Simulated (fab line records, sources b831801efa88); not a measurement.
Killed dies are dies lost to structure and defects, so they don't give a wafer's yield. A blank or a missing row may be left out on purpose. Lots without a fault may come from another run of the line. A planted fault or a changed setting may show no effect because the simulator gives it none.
fab line records | flow sky130
record lots=13 wafers=39 last_day=50
route steps=708 shown FIELD_ISO@30 METAL4@599 CAP2M@615 PAD_OPEN@701
lots that met no fault: from a run of the same line without faults
start_h: hours from the record's first day to the start of the lot's first wafer shown | wait_h: hours since the lot's step before | " the same as in the row above | L1.1+2: a row that stands for several wafers | - no value, or no start given | * or withheld: withheld | < > ~ a bound
route shown NAME@n: a module of which the file shows steps, and the number in the route of the first | usual: mean/standard deviation of fault-free wafers | same: alike in all rows | chamber/n: place in a boat | sites: the reading at each site | _std_site: their standard deviation | _edge_site: outer sites' mean less inner sites' | radius_mm: how far each site lies from the wafer's centre | mask NAME#n: copy n | behind: the tool/chamber that last shaped the wafer | hold: why the lot was held/for how many hours/how that ended | device: the transistor (n, p or np) that didn't switch | end of line: the same wafers' tests at the end of the route | a step without rows: its recipe alone | killed: dies lost to structure and defects at the first sort, not the wafer's yield | map: a wafer's dies, x killed, . not, _ none there
set.NAME: the setting as run; set.NAME@STEP: as run at that earlier step | model.NAME: the simulator's own value behind a step, which no gauge read
steps of the route over a sample of lots; a table a step, a row a wafer
services: from which hour (start_h, from the record's first day; less than 0 if before it) a tool's chamber was out of use, for how many hours, and why
## steps
# step SKY_FIELD_ISO_WET_ETCH_29
# recipe chemistry=H3PO4 target_depth_nm=160 target=Si3N4 temp_c=160 time_s=1825
# usual bath_guard_temp_C=160.1/0.54
# columns lot.wafer tool chamber start_h wait_h bath_guard_temp_C
L610.2 wet_bench-03 0 38.44 0.0 160.3
L610.5 " 0 " " 159.7
L610.6 " 0 " " 159.8
L611.1 wet_bench-03 1 44.94 0.0 161.0
L611.5 " 1 " " 161.5
L611.6 " 1 " " 161.1
L612.2 wet_bench-02 2 50.66 0.0 160.3
L612.4 " 2 " " 160.0
L612.5 " 2 " " 159.9
L614.2 wet_bench-03 0 58.35 0.0 160.1
L614.3 " 0 " " 160.4
L614.4 " 0 " " 159.8
L618.2 wet_bench-03 3 79.91 0.0 160.4
L618.3 " 3 " " 159.9
L618.5 " 3 " " 159.8
L623.1 wet_bench-04 3 106.72 0.0 159.9
L623.4 " 3 " " 159.8
L623.5 " 3 " " 159.7
L625.1 wet_bench-04 3 117.62 0.0 160.0
L625.2 " 3 " " 159.6
L625.3 " 3 " " 159.9
L626.2 wet_bench-04 0 123.91 0.0 159.5
L626.4 " 0 " " 159.4
L626.5 " 0 " " 159.9
L628.1 wet_bench-02 1 136.85 0.0 160.1
L628.2 " 1 " " 160.0
L628.5 " 1 " " 159.8
L629.3 wet_bench-03 2 138.95 0.0 158.9
L629.4 " 2 " " 159.4
L629.5 " 2 " " 158.9
L630.1 wet_bench-03 1 144.01 0.0 160.6
L630.2 " 1 " " 161.5
L630.4 " 1 " " 161.7
L631.4 wet_bench-02 0 147.86 0.0 160.5
L631.5 " 0 " " 160.0
L631.6 " 0 " " 160.3
L632.2 wet_bench-02 0 153.70 0.0 160.2
L632.3 " 0 " " 160.4
L632.5 " 0 " " 160.1
# step SKY_METAL4_SPUTTER_01
# recipe material=TiN target_thk_nm=20 power_w=6500 time_s=16.7 chamber_pressure_pa=0.4
# usual throttle_valve_pct=29.6/0.92
# columns lot.wafer tool chamber start_h wait_h throttle_valve_pct
L610.2 pvd_sputter-02 - 937.77 0.0 30.1
L610.5 " - " " 30.2
L610.6 " - " " 29.1
L611.1 pvd_sputter-02 - 944.46 0.0 30.4
L611.5 " - " " 29.4
L611.6 " - " " 30.4
L612.2 pvd_sputter-02 - 952.22 0.0 29.1
L612.4 " - " " 28.1
L612.5 " - " " 28.2
L614.2 pvd_sputter-02 - 962.66 0.0 29.5
L614.3 " - " " 29.0
L614.4 " - " " 28.1
L618.2 pvd_sputter-02 - 995.40 0.0 28.2
L618.3 " - " " 29.1
L618.5 " - " " 29.4
L623.1 pvd_sputter-03 - 1024.68 0.0 31.0
L623.4 " - " " 31.3
L623.5 " - " " 31.0
L625.1 pvd_sputter-03 - 1040.91 0.0 31.6
L625.2 " - " " 29.1
L625.3 " - " " 30.0
L626.2 pvd_sputter-02 - 1050.08 0.0 29.0
L626.4 " - " " 30.2
L626.5 " - " " 29.2
L628.1 pvd_sputter-04 - 1072.08 0.0 30.8
L628.2 " - " " 29.6
L628.5 " - " " 29.7
L629.3 pvd_sputter-02 - 1072.38 0.0 29.5
L629.4 " - " " 28.1
L629.5 " - " " 29.1
L630.1 pvd_sputter-04 - 1076.57 0.0 30.0
L630.2 " - " " 28.7
L630.4 " - " " 29.5
L631.4 pvd_sputter-02 - 1077.58 0.0 27.9
L631.5 " - " " 27.9
L631.6 " - " " 29.5
L632.2 pvd_sputter-02 - 1080.39 0.0 30.3
L632.3 " - " " 29.2
L632.5 " - " " 29.2
# step SKY_CAP2M_OVL_MEAS_12
# usual CAP2M_OVL=0.6/1.7
# columns lot.wafer tool chamber start_h wait_h CAP2M_OVL[nm]
L610.2 overlay-01 - 962.09 0.1 -0.3
L610.5 " - " " 0.5
L610.6 " - " " -0.7
L611.1 overlay-01 - 968.59 0.1 -1.7
L611.5 " - " " 0.5
L611.6 " - " " -0.5
L612.2 overlay-02 - 976.57 0.1 1.9
L612.4 " - " " 1.6
L612.5 " - " " 0.0
L614.2 overlay-02 - 986.59 0.1 2.2
L614.3 " - " " 3.6
L614.4 " - " " 1.2
L618.2 overlay-02 - 1018.54 0.1 1.8
L618.3 " - " " 0.2
L618.5 " - " " 0.4
L623.1 overlay-02 - 1046.67 0.1 0.0
L623.4 " - " " 3.5
L623.5 " - " " 1.2
L625.1 overlay-01 - 1062.36 0.1 -0.1
L625.2 " - " " 0.0
L625.3 " - " " -0.7
L626.2 overlay-02 - 1074.87 0.1 4.6
L626.4 " - " " 5.1
L626.5 " - " " 3.8
L628.1 overlay-01 - 1093.04 0.1 -0.1
L628.2 " - " " 0.2
L628.5 " - " " 0.4
L629.3 overlay-01 - 1093.35 0.1 0.6
L629.4 " - " " 0.3
L629.5 " - " " -0.9
L630.1 overlay-02 - 1097.27 0.1 1.3
L630.2 " - " " -2.0
L630.4 " - " " -0.1
L631.4 overlay-02 - 1098.41 0.1 -2.2
L631.5 " - " " -2.7
L631.6 " - " " -3.1
L632.2 overlay-02 - 1101.32 0.1 1.9
L632.3 " - " " 1.3
L632.5 " - " " 1.5
# step SKY_PAD_OPEN_ETCH_07
# recipe chemistry=CF4/O2 target_depth_nm=725 stop_on=AlCu source_w=800 bias_w=150 pressure_mtorr=150 cf4_flow_sccm=80 O2_flow_sccm=10 time_s=161.1
# usual drypump_motor_current_A=5.7/0.31 oes_product_au=0.977/0.0064 throttle_valve_pct=5.963/0.0096
# columns lot.wafer tool chamber start_h wait_h drypump_motor_current_A oes_product_au rf_hours_counter_h throttle_valve_pct
L610.2 rie_diel-04 3 1080.19 - 6.0 0.978 24 5.958
L610.5 " 0 " " 5.9 0.987 - 5.956
L610.6 " 3 " " 6.0 0.977 - 5.961
L611.1 rie_diel-02 1 1085.76 - 5.7 0.975 23 5.960
L611.5 " 1 " " 5.7 0.976 - 5.955
L611.6 " 2 " " 5.2 0.976 - 5.960
L612.2 rie_diel-04 1 1092.11 - 5.8 0.977 15 5.968
L612.4 " 3 " " 6.0 0.979 - 5.962
L612.5 " 1 " " 5.8 0.988 - 5.968
L614.2 rie_diel-01 0 1099.42 - 5.4 0.974 18 5.949
L614.3 " 2 " " 6.2 0.965 28 5.968
L614.4 " 1 " " 6.1 0.966 25 5.963
L618.2 rie_diel-02 0 1126.89 - 6.0 0.983 9 5.971
L618.3 " 3 " " 5.8 0.986 27 5.963
L618.5 " 0 " " 6.0 0.988 - 5.949
L623.1 rie_diel-02 0 1151.86 - 6.0 0.971 10 5.964
L623.4 " 2 " " 5.2 0.983 - 5.979
L623.5 " 0 " " 6.0 0.971 - 5.975
L625.1 rie_diel-02 2 1165.36 - 5.2 0.974 14 5.963
L625.2 " 0 " " 6.0 0.973 11 5.952
L625.3 " 3 " " 5.7 0.968 0 5.944
L626.2 rie_diel-02 1 1174.57 - 5.6 0.978 27 5.967
L626.4 " 2 " " 5.2 0.985 15 5.974
L626.5 " 1 " " 5.6 0.978 - 5.972
L628.1 rie_diel-01 3 1187.44 - 5.4 0.975 17 5.974
L628.2 " 1 " " 6.1 0.971 28 5.960
L628.5 " 0 " " 5.4 0.985 - 5.950
L629.3 rie_diel-04 0 1189.52 - 5.9 0.965 10 5.955
L629.4 " 1 " " 5.8 0.984 18 5.969
L629.5 " 3 " " 6.0 0.980 - 5.976
L630.1 rie_diel-01 2 1190.47 - 6.2 0.978 32 5.973
L630.2 " 3 " " 5.3 0.970 17 5.969
L630.4 " 1 " " 6.1 0.988 28 5.961
L631.4 rie_diel-04 1 1193.17 - 5.8 0.975 18 5.971
L631.5 " 2 " " 5.7 0.987 - 5.952
L631.6 " 1 " " 5.8 0.978 - 5.966
L632.2 rie_diel-02 1 1195.42 - 5.7 0.960 28 5.974
L632.3 " 3 " " 5.7 0.975 1 5.965
L632.5 " 0 " " 6.0 0.974 - 5.964
# step SKY_PAD_OPEN_PROBE_99
# usual killed_at_M0_to_M3=42/6.6 killed_at_M4_up=3.1/1.9 killed_at_contacts=25/5.7 killed_at_front_end=16/5 killed_at_other=0.2/0.38 killed_dies=86/9.6 killed_open=47/7.2 killed_short=39/6.2
# same gross_dies=492 killed_at_back_side=0
# columns lot.wafer tool chamber start_h wait_h hold killed_at_M0_to_M3 killed_at_M4_up killed_at_contacts killed_at_front_end killed_at_other killed_dies killed_open killed_short
L610.2 prober-02 - 1082.60 0.1 - 48 3 19 11 0 81 56 25
L610.5 prober-02 - 1082.75 0.2 - 31 5 23 13 0 72 47 25
L610.6 prober-02 - 1082.80 0.2 - 53 1 20 12 1 87 57 30
L611.1 prober-01 - 1088.08 0.1 - 39 6 24 18 0 87 45 42
L611.5 prober-01 - 1088.28 0.2 - 43 3 17 8 1 72 38 33
L611.6 prober-01 - 1088.33 0.2 - 48 6 17 15 1 87 40 47
L612.2 prober-02 - 1094.49 0.1 - 51 5 17 9 0 82 40 42
L612.4 prober-02 - 1094.59 0.2 - 36 3 34 14 0 87 43 44
L612.5 prober-02 - 1094.64 0.2 - 32 7 28 23 0 90 38 52
L614.2 prober-02 - 1101.79 0.1 - 34 3 36 18 0 91 52 39
L614.3 prober-02 - 1101.84 0.2 - 51 2 25 13 1 92 48 44
L614.4 prober-02 - 1101.89 0.2 - 44 3 36 16 0 99 54 45
L618.2 prober-02 - 1130.13 0.1 await_dispo/5.1h/release 45 2 34 74 0 155 46 53
L618.3 prober-02 - 1130.18 0.2 await_dispo/5.1h/release 50 1 21 75 0 147 53 38
L618.5 prober-02 - 1130.28 0.2 await_dispo/5.1h/release 43 5 35 76 0 159 52 49
L623.1 prober-01 - 1154.19 0.1 - 37 3 39 15 1 95 50 45
L623.4 prober-01 - 1154.34 0.2 - 36 0 37 16 0 89 54 35
L623.5 prober-01 - 1154.39 0.2 - 46 3 26 13 0 88 50 38
L625.1 prober-01 - 1167.74 0.1 - 38 4 22 19 0 83 47 36
L625.2 prober-01 - 1167.79 0.1 - 37 2 19 11 0 69 35 34
L625.3 prober-01 - 1167.84 0.2 - 51 1 29 15 0 96 50 46
L626.2 prober-02 - 1177.10 0.1 - 44 2 28 7 1 82 48 34
L626.4 prober-02 - 1177.20 0.2 - 36 2 25 11 0 74 36 38
L626.5 prober-02 - 1177.25 0.2 - 57 3 25 12 0 97 53 41
L628.1 prober-02 - 1189.76 0.1 - 53 3 30 14 1 101 59 42
L628.2 prober-02 - 1189.81 0.1 - 48 1 22 11 0 82 49 33
L628.5 prober-02 - 1189.96 0.2 - 47 1 27 7 0 82 46 36
L629.3 prober-01 - 1191.95 0.2 - 35 8 19 18 0 80 45 35
L629.4 prober-01 - 1192.00 0.2 - 40 3 19 14 0 76 42 34
L629.5 prober-01 - 1192.05 0.2 - 43 2 22 14 0 81 45 36
L630.1 prober-02 - 1193.35 0.1 - 33 5 23 20 0 81 44 37
L630.2 prober-02 - 1193.40 0.1 - 39 2 21 16 0 78 42 36
L630.4 prober-02 - 1193.50 0.2 - 30 2 24 11 0 67 40 27
L631.4 prober-01 - 1195.65 0.2 - 57 4 20 17 0 98 59 39
L631.5 prober-01 - 1195.70 0.2 - 35 4 21 25 0 85 44 41
L631.6 prober-01 - 1195.75 0.2 - 42 4 16 12 0 74 36 38
L632.2 prober-02 - 1197.85 0.1 - 35 4 20 16 0 75 43 32
L632.3 prober-02 - 1197.90 0.2 - 43 4 24 5 0 76 43 33
L632.5 prober-02 - 1198.00 0.2 - 38 5 22 9 0 74 40 34
# killed by level:class
L610.2 VIA1:geometric_particle:open=16 CONTACT:geometric_particle:open=10 VIA3:geometric_particle:open=8 FIELD_ISO:geometric_particle:open=7 METAL2:geometric_particle:short=6 LI_CONTACT:geometric_particle:open=4 METAL1:geometric_particle:short=4 VIA2:geometric_particle:open=4
L610.5 LI_CONTACT:geometric_particle:open=9 VIA2:geometric_particle:open=9 CONTACT:geometric_particle:open=8 VIA1:geometric_particle:open=7 FIELD_ISO:geometric_particle:open=4 METAL4:geometric_particle:short=4 VIA3:geometric_particle:open=4 FIELD_ISO:geometric_particle:short=3
L610.6 VIA1:geometric_particle:open=17 VIA2:geometric_particle:open=10 CONTACT:geometric_particle:open=8 VIA3:geometric_particle:open=8 VIA1:geometric_particle:short=7 FIELD_ISO:geometric_particle:short=6 LI_CONTACT:geometric_particle:open=6 METAL1:geometric_particle:short=5
L611.1 VIA1:geometric_particle:open=11 LI_CONTACT:geometric_particle:open=8 CONTACT:geometric_particle:open=6 VIA3:geometric_particle:open=6 POLY_GATE:geometric_particle:short=5 CONTACT:geometric_particle:short=5 METAL4:geometric_particle:short=5 FIELD_ISO:geometric_particle:short=4
L611.5 CONTACT:geometric_particle:open=10 VIA1:geometric_particle:open=9 VIA1:geometric_particle:short=6 METAL2:geometric_particle:short=5 VIA2:geometric_particle:open=5 METAL3:geometric_particle:short=5 POLY_GATE:geometric_particle:open=4 VIA3:geometric_particle:open=4
L611.6 METAL2:geometric_particle:short=10 VIA1:geometric_particle:open=10 CONTACT:geometric_particle:open=6 METAL1:geometric_particle:short=6 VIA1:geometric_particle:short=6 VIA3:geometric_particle:open=5 FIELD_ISO:geometric_particle:short=4 CONTACT:geometric_particle:short=4
L612.2 METAL1:geometric_particle:short=11 VIA1:geometric_particle:open=8 VIA1:geometric_particle:short=8 VIA3:geometric_particle:open=6 CONTACT:geometric_particle:open=6 VIA2:geometric_particle:open=6 METAL2:geometric_particle:short=5 METAL3:geometric_particle:short=4
L612.4 CONTACT:geometric_particle:open=16 LOCAL_INTERCONNECT:geometric_particle:short=8 VIA3:geometric_particle:open=8 METAL1:geometric_particle:short=6 VIA1:geometric_particle:open=6 POLY_GATE:geometric_particle:open=5 VIA2:geometric_particle:short=5 FIELD_ISO:geometric_particle:short=4
L612.5 POLY_GATE:geometric_particle:short=8 CONTACT:geometric_particle:short=8 LOCAL_INTERCONNECT:geometric_particle:short=7 POLY_GATE:geometric_particle:open=6 CONTACT:geometric_particle:open=6 VIA1:geometric_particle:open=6 FIELD_ISO:geometric_particle:short=5 METAL1:geometric_particle:short=5
L614.2 CONTACT:geometric_particle:open=12 LI_CONTACT:geometric_particle:open=12 VIA1:geometric_particle:open=8 LOCAL_INTERCONNECT:geometric_particle:short=7 FIELD_ISO:geometric_particle:short=5 METAL1:geometric_particle:short=5 FIELD_ISO:geometric_particle:open=4 METAL2:geometric_particle:short=4
L614.3 VIA1:geometric_particle:open=12 LI_CONTACT:geometric_particle:open=8 POLY_GATE:geometric_particle:open=7 VIA1:geometric_particle:short=7 VIA3:geometric_particle:open=7 METAL1:geometric_particle:short=6 LOCAL_INTERCONNECT:geometric_particle:short=6 CONTACT:geometric_particle:open=6
L614.4 CONTACT:geometric_particle:open=12 LI_CONTACT:geometric_particle:open=10 VIA1:geometric_particle:open=7 LOCAL_INTERCONNECT:geometric_particle:short=7 VIA1:geometric_particle:short=6 METAL1:geometric_particle:short=6 VIA3:geometric_particle:open=6 POLY_GATE:geometric_particle:open=5
L618.2 FIELD_ISO:unspecified=56 CONTACT:geometric_particle:open=9 LOCAL_INTERCONNECT:geometric_particle:short=8 VIA1:geometric_particle:open=8 LI_CONTACT:geometric_particle:open=7 CONTACT:geometric_particle:short=6 METAL1:geometric_particle:short=6 VIA3:geometric_particle:short=6
L618.3 FIELD_ISO:unspecified=56 VIA1:geometric_particle:open=18 CONTACT:geometric_particle:open=10 VIA3:geometric_particle:open=8 FIELD_ISO:geometric_particle:short=7 POLY_GATE:geometric_particle:open=6 METAL2:geometric_particle:short=5 METAL1:geometric_particle:short=5
L618.5 FIELD_ISO:unspecified=58 LI_CONTACT:geometric_particle:open=12 VIA1:geometric_particle:open=10 CONTACT:geometric_particle:open=9 LOCAL_INTERCONNECT:geometric_particle:short=8 VIA3:geometric_particle:short=6 POLY_GATE:geometric_particle:short=5 VIA1:geometric_particle:short=5
L623.1 LI_CONTACT:geometric_particle:open=13 CONTACT:geometric_particle:open=10 VIA1:geometric_particle:open=8 CONTACT:geometric_particle:short=7 VIA2:geometric_particle:open=7 POLY_GATE:geometric_particle:short=6 VIA1:geometric_particle:short=6 LOCAL_INTERCONNECT:geometric_particle:short=5
L623.4 CONTACT:geometric_particle:open=18 VIA1:geometric_particle:open=8 LOCAL_INTERCONNECT:geometric_particle:short=7 FIELD_ISO:geometric_particle:open=5 FIELD_ISO:geometric_particle:short=5 VIA2:geometric_particle:open=5 LOCAL_INTERCONNECT:geometric_particle:open=4 METAL1:geometric_particle:short=4
L623.5 VIA1:geometric_particle:open=13 VIA2:geometric_particle:open=8 CONTACT:geometric_particle:open=7 VIA3:geometric_particle:open=7 LOCAL_INTERCONNECT:geometric_particle:short=6 METAL1:geometric_particle:short=6 CONTACT:geometric_particle:short=5 METAL2:geometric_particle:short=5
L625.1 CONTACT:geometric_particle:open=8 POLY_GATE:geometric_particle:open=6 LI_CONTACT:geometric_particle:open=6 VIA1:geometric_particle:open=6 LOCAL_INTERCONNECT:geometric_particle:short=5 METAL1:geometric_particle:short=5 VIA2:geometric_particle:open=5 POLY_GATE:geometric_particle:short=4
L625.2 VIA1:geometric_particle:open=13 VIA1:geometric_particle:short=6 METAL2:geometric_particle:short=6 CONTACT:geometric_particle:open=5 LI_CONTACT:geometric_particle:short=4 CONTACT:geometric_particle:short=4 FIELD_ISO:geometric_particle:short=3 LI_CONTACT:geometric_particle:open=3
L625.3 CONTACT:geometric_particle:open=12 VIA1:geometric_particle:open=12 METAL2:geometric_particle:short=8 CONTACT:geometric_particle:short=7 LI_CONTACT:geometric_particle:open=6 VIA1:geometric_particle:short=6 POLY_GATE:geometric_particle:open=5 VIA2:geometric_particle:open=5
L626.2 CONTACT:geometric_particle:open=15 METAL1:geometric_particle:short=11 VIA1:geometric_particle:open=10 VIA2:geometric_particle:open=5 VIA3:geometric_particle:open=5 POLY_GATE:geometric_particle:short=4 LI_CONTACT:geometric_particle:open=4 CONTACT:geometric_particle:short=4
L626.4 CONTACT:geometric_particle:open=7 VIA2:geometric_particle:open=7 VIA1:geometric_particle:open=6 METAL2:geometric_particle:short=6 FIELD_ISO:geometric_particle:short=5 CONTACT:geometric_particle:short=5 LI_CONTACT:geometric_particle:open=5 VIA1:geometric_particle:short=5
L626.5 VIA1:geometric_particle:open=12 VIA3:geometric_particle:open=10 CONTACT:geometric_particle:open=9 VIA2:geometric_particle:open=8 LI_CONTACT:geometric_particle:open=7 LOCAL_INTERCONNECT:geometric_particle:short=6 VIA1:geometric_particle:short=6 METAL1:geometric_particle:short=5
L628.1 CONTACT:geometric_particle:open=15 VIA1:geometric_particle:open=14 VIA2:geometric_particle:open=8 METAL2:geometric_particle:short=7 VIA3:geometric_particle:open=6 FIELD_ISO:geometric_particle:open=5 LI_CONTACT:geometric_particle:open=5 VIA1:geometric_particle:short=5
L628.2 VIA1:geometric_particle:open=15 CONTACT:geometric_particle:open=8 VIA2:geometric_particle:open=7 CONTACT:geometric_particle:short=6 LOCAL_INTERCONNECT:geometric_particle:short=5 METAL1:geometric_particle:short=5 VIA1:geometric_particle:short=5 VIA3:geometric_particle:open=4
L628.5 LI_CONTACT:geometric_particle:open=10 CONTACT:geometric_particle:open=10 VIA3:geometric_particle:open=8 METAL2:geometric_particle:short=7 METAL1:geometric_particle:short=6 VIA1:geometric_particle:open=6 VIA2:geometric_particle:open=6 VIA3:geometric_particle:short=6
L629.3 VIA1:geometric_particle:open=9 CONTACT:geometric_particle:open=9 METAL1:geometric_particle:short=7 LOCAL_INTERCONNECT:geometric_particle:short=6 POLY_GATE:geometric_particle:short=5 VIA2:geometric_particle:open=5 VIA3:geometric_particle:open=5 METAL4:geometric_particle:short=5
L629.4 LI_CONTACT:geometric_particle:open=9 VIA1:geometric_particle:open=7 VIA3:geometric_particle:open=6 FIELD_ISO:geometric_particle:short=5 CONTACT:geometric_particle:open=5 METAL1:geometric_particle:short=5 VIA1:geometric_particle:short=5 VIA2:geometric_particle:short=5
L629.5 VIA1:geometric_particle:open=10 CONTACT:geometric_particle:open=9 VIA1:geometric_particle:short=8 METAL1:geometric_particle:short=7 VIA2:geometric_particle:open=6 FIELD_ISO:geometric_particle:open=5 METAL2:geometric_particle:short=5 LI_CONTACT:geometric_particle:open=4
L630.1 LI_CONTACT:geometric_particle:open=8 CONTACT:geometric_particle:open=7 VIA1:geometric_particle:open=6 FIELD_ISO:geometric_particle:open=5 FIELD_ISO:geometric_particle:short=5 CONTACT:geometric_particle:short=5 VIA1:geometric_particle:short=5 METAL2:geometric_particle:short=5
L630.2 VIA1:geometric_particle:open=12 METAL1:geometric_particle:short=8 CONTACT:geometric_particle:open=7 LOCAL_INTERCONNECT:geometric_particle:short=6 VIA2:geometric_particle:open=6 VIA3:geometric_particle:short=5 FIELD_ISO:geometric_particle:short=4 LI_CONTACT:geometric_particle:open=4
L630.4 VIA1:geometric_particle:open=11 CONTACT:geometric_particle:open=7 LI_CONTACT:geometric_particle:open=6 LOCAL_INTERCONNECT:geometric_particle:short=6 POLY_GATE:geometric_particle:open=5 VIA2:geometric_particle:open=5 METAL2:geometric_particle:short=3 VIA3:geometric_particle:short=3
L631.4 VIA1:geometric_particle:open=14 VIA3:geometric_particle:open=10 VIA1:geometric_particle:short=9 POLY_GATE:geometric_particle:open=7 LI_CONTACT:geometric_particle:open=7 METAL2:geometric_particle:short=6 VIA2:geometric_particle:open=6 CONTACT:geometric_particle:open=5
L631.5 VIA1:geometric_particle:open=10 FIELD_ISO:geometric_particle:short=6 POLY_GATE:geometric_particle:open=6 CONTACT:geometric_particle:open=6 METAL2:geometric_particle:short=6 FIELD_ISO:geometric_particle:open=5 CONTACT:geometric_particle:short=5 VIA1:geometric_particle:short=4
L631.6 METAL2:geometric_particle:short=9 VIA1:geometric_particle:open=9 LOCAL_INTERCONNECT:geometric_particle:short=5 VIA2:geometric_particle:open=5 FIELD_ISO:geometric_particle:short=4 LI_CONTACT:geometric_particle:open=3 CONTACT:geometric_particle:open=3 VIA1:geometric_particle:short=3
L632.2 CONTACT:geometric_particle:open=11 VIA1:geometric_particle:open=9 POLY_GATE:geometric_particle:open=6 METAL1:geometric_particle:short=5 VIA3:geometric_particle:short=5 LI_CONTACT:geometric_particle:open=4 VIA1:geometric_particle:short=4 METAL4:geometric_particle:short=4
L632.3 VIA3:geometric_particle:open=10 VIA1:geometric_particle:open=10 CONTACT:geometric_particle:open=7 CONTACT:geometric_particle:short=6 LI_CONTACT:geometric_particle:open=5 VIA2:geometric_particle:open=5 VIA1:geometric_particle:short=4 METAL2:geometric_particle:short=4
L632.5 VIA1:geometric_particle:open=8 CONTACT:geometric_particle:open=7 LI_CONTACT:geometric_particle:open=6 VIA3:geometric_particle:open=6 CONTACT:geometric_particle:short=5 VIA1:geometric_particle:short=5 METAL1:geometric_particle:short=4 VIA2:geometric_particle:open=4
## services
# columns tool chamber start_h hours kind
wet_bench-03 - 21.47 8.0 repair
wet_bench-03 - 22.65 7.4 repair
rie_diel-02 - 32.11 14.6 pm
pvd_sputter-02 - 63.85 13.7 repair
rie_diel-02 - 106.63 0.2 repair
rie_diel-02 3 142.87 1.7 repair
rie_diel-02 2 173.04 16.4 repair
pvd_sputter-02 - 192.82 4.5 repair
rie_diel-02 2 196.21 4.1 repair
rie_diel-02 1 211.53 3.8 repair
rie_diel-02 - 219.86 0.1 repair
wet_bench-03 - 220.16 4.1 repair
rie_diel-02 3 312.28 5.6 repair
pvd_sputter-02 - 355.66 4.3 repair
pvd_sputter-02 - 445.53 7.3 repair
pvd_sputter-02 - 474.70 5.6 repair
pvd_sputter-02 - 507.04 3.7 repair
pvd_sputter-02 - 515.98 14.7 repair
pvd_sputter-02 - 524.73 0.8 repair
pvd_sputter-02 - 770.07 2.0 repair
pvd_sputter-02 - 898.85 0.9 repair
pvd_sputter-02 - 997.40 1.4 repair
pvd_sputter-02 - 1024.00 2.0 repair
pvd_sputter-02 - 1156.73 2.6 repair
## key
first_sign step=SKY_PAD_OPEN_PROBE_99 reading=killed_at_front_end direction=up sigmas=12 usual=16 struck=75
effect step=SKY_PAD_OPEN_PROBE_99 reading=killed_dies direction=up sigmas=7 usual=86 struck=154
met_at SKY_FIELD_ISO_WET_ETCH_29
struck_lots L618
struck_wafers L618.2,L618.3,L618.5
tester_left_out L618
not_acting_at SKY_METAL4_SPUTTER_01,SKY_CAP2M_OVL_MEAS_12,SKY_PAD_OPEN_ETCH_07
fault kind=chamber_particle_source tool=wet_bench-03 chamber=3 onset_h=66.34 steps=SKY_FIELD_ISO_WET_ETCH_29 rate_per_visit_cm2=1.1634 end_h=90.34
# tester_left_out: of these lots the tester's yield and bins aren't shown, on N5 and GAA mostly nor the transistor test; their killed dies are dies lost to structure and defects alone, not to doping, threshold or leakage, so they don't give the yield
